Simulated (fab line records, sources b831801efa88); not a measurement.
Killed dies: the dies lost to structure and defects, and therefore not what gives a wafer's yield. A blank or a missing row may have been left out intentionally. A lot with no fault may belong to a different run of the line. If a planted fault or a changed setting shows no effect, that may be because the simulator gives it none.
Lot-split experiment    flow sfq-line    27 wafers read across 5 lots, on a route 325 steps long

ON THE SPLIT
At SFQ_TRILAYER_R5_DEP_SPUTTER_134 (material Ti, target thk 5 nm, time 5 s), the setting time-s was moved away from the recipe's 5 s on 12 of the 27 wafers read, by -25.9% to +21.7%. All remaining wafers had this setting at the recipe value.

The reading is taken at the split's own step.

THE READING
Ti_of_TRILAYER_R5_DEP_SPUTTER_134.thk-nm (the simulator's own value, which no gauge read), in nm, at SFQ_TRILAYER_R5_DEP_SPUTTER_134 (material Ti, target thk 5 nm, time 5 s). No usual value for it is given in the file. Across the 15 wafers here that went through the recipe, the average is 4.887 nm and the standard deviation 0.11 nm.

wafer   tool, chamber at the split  time-s as run, s  against the recipe  Ti_of_TRILAYER_R5_DEP_SPUTTER_134.thk-nm, nm  against lot-mates on the recipe
L075.1  pvd-sputter-04, -           4.089             -18.2%              3.909                                         -0.950
L075.2  pvd-sputter-04, -           5                 recipe              4.765                                         -
L075.3  pvd-sputter-04, -           4.089             -18.2%              3.871                                         -0.988
L075.4  pvd-sputter-04, -           4.089             -18.2%              4.118                                         -0.741
L075.5  pvd-sputter-04, -           5                 recipe              5.015                                         -
L075.6  pvd-sputter-04, -           5                 recipe              4.796                                         -
L078.1  pvd-sputter-04, -           5                 recipe              5.036                                         -
L078.2  pvd-sputter-04, -           6.085             +21.7%              6.357                                         +1.430
L078.3  pvd-sputter-04, -           5                 recipe              4.908                                         -
L078.4  pvd-sputter-04, -           6.085             +21.7%              6.052                                         +1.125
L078.5  pvd-sputter-04, -           5                 recipe              4.838                                         -
L078.6  pvd-sputter-04, -           6.085             +21.7%              5.969                                         +1.042
L079.1  pvd-sputter-04, -           3.703             -25.9%              3.614                                         -1.277
L079.2  pvd-sputter-04, -           5                 recipe              5.082                                         -
L079.3  pvd-sputter-04, -           3.703             -25.9%              3.674                                         -1.217
L079.4  pvd-sputter-04, -           3.703             -25.9%              3.569                                         -1.322
L079.5  pvd-sputter-04, -           5                 recipe              4.783                                         -
L079.6  pvd-sputter-04, -           5                 recipe              4.808                                         -
L080.1  pvd-sputter-04, -           5                 recipe              4.812                                         -
L080.3  pvd-sputter-04, -           5                 recipe              4.871                                         -
L080.6  pvd-sputter-04, -           5                 recipe              4.837                                         -
L082.1  pvd-sputter-04, -           5                 recipe              4.757                                         -
L082.2  pvd-sputter-04, -           3.812             -23.8%              3.682                                         -1.235
L082.3  pvd-sputter-04, -           5                 recipe              5.106                                         -
L082.4  pvd-sputter-04, -           3.812             -23.8%              3.625                                         -1.292
L082.5  pvd-sputter-04, -           5                 recipe              4.887                                         -
L082.6  pvd-sputter-04, -           3.812             -23.8%              3.627                                         -1.290

FIT RESULTS
A straight line over all 27 wafers: Ti_of_TRILAYER_R5_DEP_SPUTTER_134.thk-nm changes by +0.0526 nm for each +1% of time-s; r = +0.99; the points scatter about the line by 0.12 nm.
The same after taking each lot's own level away (the mean of its wafers on the recipe; 27 wafers): +0.0521 nm for each +1%; r = +0.99; scatter 0.12 nm.
On that fit, the largest move of time-s shifts the reading by 1.4 nm.
Across the lots, their own levels run from 4.8400 to 4.9273 nm, a range of 0.8 times the standard deviation given above.
So the lot-to-lot level changes the slope little: the two slopes agree.
Check: -1.34 nm against its lot-mates is what the line predicts for one of the wafers moved furthest among these (-25.9%) when that wafer is left out of the fit. Against them it came out at -1.28 nm.

FILE'S OWN FIT
Ti_of_TRILAYER_R5_DEP_SPUTTER_134.thk-nm changes by +0.0517 nm for each +1% of time-s, r = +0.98.
